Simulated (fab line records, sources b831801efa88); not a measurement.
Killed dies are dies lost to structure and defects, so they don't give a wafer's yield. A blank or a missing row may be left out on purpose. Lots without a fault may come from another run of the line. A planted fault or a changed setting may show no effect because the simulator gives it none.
A struck lot beside a sound one | flow sky130 | 15 steps out of a route of 708
Sound: wafers L554.1, L554.3, L554.6. Struck: wafers L570.2, L570.3, L570.6. The cause comes at the end.
At each step with rows: each side's tool, then ch and its chambers, then its first start. Under that, the readings that differ: sound wafers | struck wafers | difference of the means | sigmas: that difference in standard deviations of wafers without a fault.
alike: readings whose means differ by less than 2 such deviations, and words and numbers that are the same on both sides. not compared: withheld readings, readings that some wafer has no value for, bounds like >300 that may hide the same value, and numbers for which the record gives no deviation and whose values overlap.
The two part at a step that has a row with sigmas, a row that says differs or no value, or rows on one side only. Numbers that don't overlap but have no deviation are shown without sigmas and don't part them. A reading that every wafer of one side lacks parts them only if that side has two wafers or more.

SKY_METAL1_STRIP_20: strips in O2/N2.
  sound on plasma_asher-04 ch 0,1, day 36 00:56; struck on plasma_asher-03 ch 0,1, day 40 08:29
  alike: chamber_pressure_mTorr, drypump_motor_current_A, n2_flow_sccm, oes_product_au, strip_time_to_endpoint_s
  not compared: rf_hours_counter_h
then, 4 steps without rows for these wafers: SKY_METAL1_STRIP_21 (strips in post etch residue remover, time 1200 s); SKY_METAL1_CLEAN_22 (cleans in IPA, time 180 s); SKY_METAL1_CLEAN_23 (cleans in O3/DIW); SKY_VIA1_HDPCVD_00 (deposits SiO2, target thk 1030 nm, time 171.7 s).
SKY_VIA1_THK_MEAS_01:
  sound on film_metro-02, day 36 01:38; struck on film_metro-02, day 40 09:13
  alike: VIA1_HDPCVD_THK
SKY_VIA1_CMP_02: polishes SiO2.
  sound on cmp-02 ch 1,3, day 36 01:59; struck on cmp-01 ch 1,2, day 40 09:16
  alike: head_pressure_psi, motor_current_A, platen_rpm
SKY_VIA1_BOW_MEAS_03:
  sound on film_metro-04, day 36 02:14; struck on film_metro-04, day 40 09:35
  alike: VIA1_BOW
then, 4 steps without rows for these wafers: SKY_VIA1_DEHYDRATE_04 (time 60 s); SKY_VIA1_HMDS_05 (prime time 60 s); SKY_VIA1_COAT_06 (resist thk 60 nm); SKY_VIA1_COAT_07 (resist thk 450 nm).
SKY_VIA1_SOFTBAKE_08: time 90 s.
  sound on litho_track-02 ch 0, day 36 15:00; struck on litho_track-03 ch 0, day 40 21:00
  reading                  | sound                | struck               | difference                    | sigmas
  heater_power_total_W (W) | 57.27 57.28 57.49    | 58.11 57.82 57.90    | +0.60                         | +5
  plate_temp_C (C)         | 99.99 99.85 99.95    | - - -                | no value on the struck wafers |
  run_length_s (s)         | 118.93 118.93 118.92 | 116.12 116.12 116.11 | -2.81                         | -26
then, 1 step without rows for these wafers: SKY_VIA1_EXPOSE_09 (exposes mask VIM, target cd 150 nm).
-- the record jumps here: 11 days lie between the struck wafers' starts before and after (it left off in module VIA1 and takes up again in module PAD_OPEN, whose first step shown is number 708 of the route) --
SKY_PAD_OPEN_PROBE_99:
  sound on prober-01, day 48 12:25; struck on prober-01, day 51 09:50
  alike: defect_limited_yield, killed_at_M0_to_M3, killed_at_M4_up, killed_at_contacts, killed_at_front_end, killed_at_other, killed_dies, killed_open, killed_short, sort_bin_3_pad_short, sort_bin_5_function, sort_bin_6_memory, sort_n_pass, sort_yield_pct

WHERE THEY PART
Only at SKY_VIA1_SOFTBAKE_08, within this record. Later steps at which nothing parts them and some readings are alike: SKY_PAD_OPEN_PROBE_99.

WHY: what the simulator had put in
Process parameter drift: litho_track-03, from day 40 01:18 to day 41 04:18, at SKY_VIA1_SOFTBAKE_08. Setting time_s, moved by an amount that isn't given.
